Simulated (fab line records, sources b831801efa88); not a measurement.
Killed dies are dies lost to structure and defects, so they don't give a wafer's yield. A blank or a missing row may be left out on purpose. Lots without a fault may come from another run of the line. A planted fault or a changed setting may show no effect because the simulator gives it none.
Which tool did it? | flow gf180mcu | 10 lots, 30 wafers sampled, at 1 step of a route of 602

WHAT THE GAUGES READ, wafer by wafer
GF_V4_CD_MEAS_14: target cd 260 nm.
lot  | measured     | on        | cd_nm (nm)
L432 | day 24 11:16 | cd_sem-02 | 260.6 261.3 262.0
L434 | day 24 21:57 | cd_sem-01 | 262.5 262.8 261.9
L438 | day 26 08:56 | cd_sem-02 | 261.4 260.7 261.2
L440 | day 27 08:58 | cd_sem-02 | 260.9 261.3 258.6
L441 | day 27 13:57 | cd_sem-01 | 258.7 258.5 259.6
L433 | day 27 19:00 | cd_sem-02 | 260.8 260.8 260.5
L445 | day 29 03:33 | cd_sem-01 | 260.9 260.8 262.1
L452 | day 30 14:45 | cd_sem-02 | 262.6 260.1 261.4
L454 | day 31 02:22 | cd_sem-01 | 258.8 258.6 259.3
L455 | day 31 12:39 | cd_sem-01 | 259.9 258.9 259.6

WHICH TOOL RAN EACH LOT (tool, then ch and the chambers of the sampled wafers, then the start)
The record holds no process step before these readings.

THE ANSWER, worked out from the rows above alone
Rule: what is usual is taken from the lots themselves. Put in order of their means at a reading, lots are off if they are a third of the lots or fewer, leave a main group of 4 or more, and stand apart from it by a gap of 3 or more times the standard deviation of the main group's means; of several such gaps the widest counts. A main group whose means are all the same, to the digits that the tables above print for the reading, isn't used. A lot without any number at a reading at which 4 lots or more have one is off too. The other lots that the step has rows for count as sound.
No lot is off at any reading shown: from this, nothing can be told.

WHAT THE SIMULATOR HAD PUT IN
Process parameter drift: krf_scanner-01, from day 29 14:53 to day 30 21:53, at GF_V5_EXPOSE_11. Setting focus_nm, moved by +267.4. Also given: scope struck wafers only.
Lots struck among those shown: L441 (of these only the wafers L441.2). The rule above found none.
